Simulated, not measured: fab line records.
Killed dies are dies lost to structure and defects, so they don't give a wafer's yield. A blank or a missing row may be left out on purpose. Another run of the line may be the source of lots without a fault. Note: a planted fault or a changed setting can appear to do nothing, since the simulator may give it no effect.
Matching of chambers ; flow gf180mcu ; GF_V3_CVD_02 on pecvd-01: 3 sister chambers
The step deposits SiO2 from TEOS, target thk 850 nm, time 94.851 s. 3 wafers are shown with their chamber, then 9 later ones without.

== WAFERS PAIRED WITH THEIR CHAMBERS ==
wafer;chamber;heater power w (W)
L479.5;1;670
L486.4;2;694
L486.5;0;876

== WAFERS MISSING THEIR CHAMBER ==
wafer;heater power w (W)
L487.1;616
L487.2;678
L487.6;865
L488.4;632
L488.5;621
L488.6;872
L491.2;587
L491.4;640
L491.5;679

== THE CHAMBER EACH PASSED THROUGH ==
wafer;from the rows above;in truth
L487.1;can't be placed: 1 or 2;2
L487.2;can't be placed: 1 or 2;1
L487.6;0;0
L488.4;can't be placed: 1 or 2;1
L488.5;can't be placed: 1 or 2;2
L488.6;0;0
L491.2;can't be placed: 1 or 2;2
L491.4;can't be placed: 1 or 2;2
L491.5;can't be placed: 1 or 2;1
Correctly placed: 2 of 9. Unplaceable from these rows: 7, with the true chamber sitting among the candidates in 7. Placed wrongly: 0.
How it was worked out, from the rows above alone: a wafer's distance from a chamber is the root of the sum, over the readings, of the square of ((its reading less the chamber's mean) divided by the reading's scatter). If the next closest chamber is less than 2 further off than the closest, the wafer can't be placed; otherwise it belongs to the closest. A chamber's mean is the mean of its shown wafers. The scatter (one wafer shown for each chamber): square how far every hidden wafer sits from the nearest shown wafer, average those squares and take the square root.
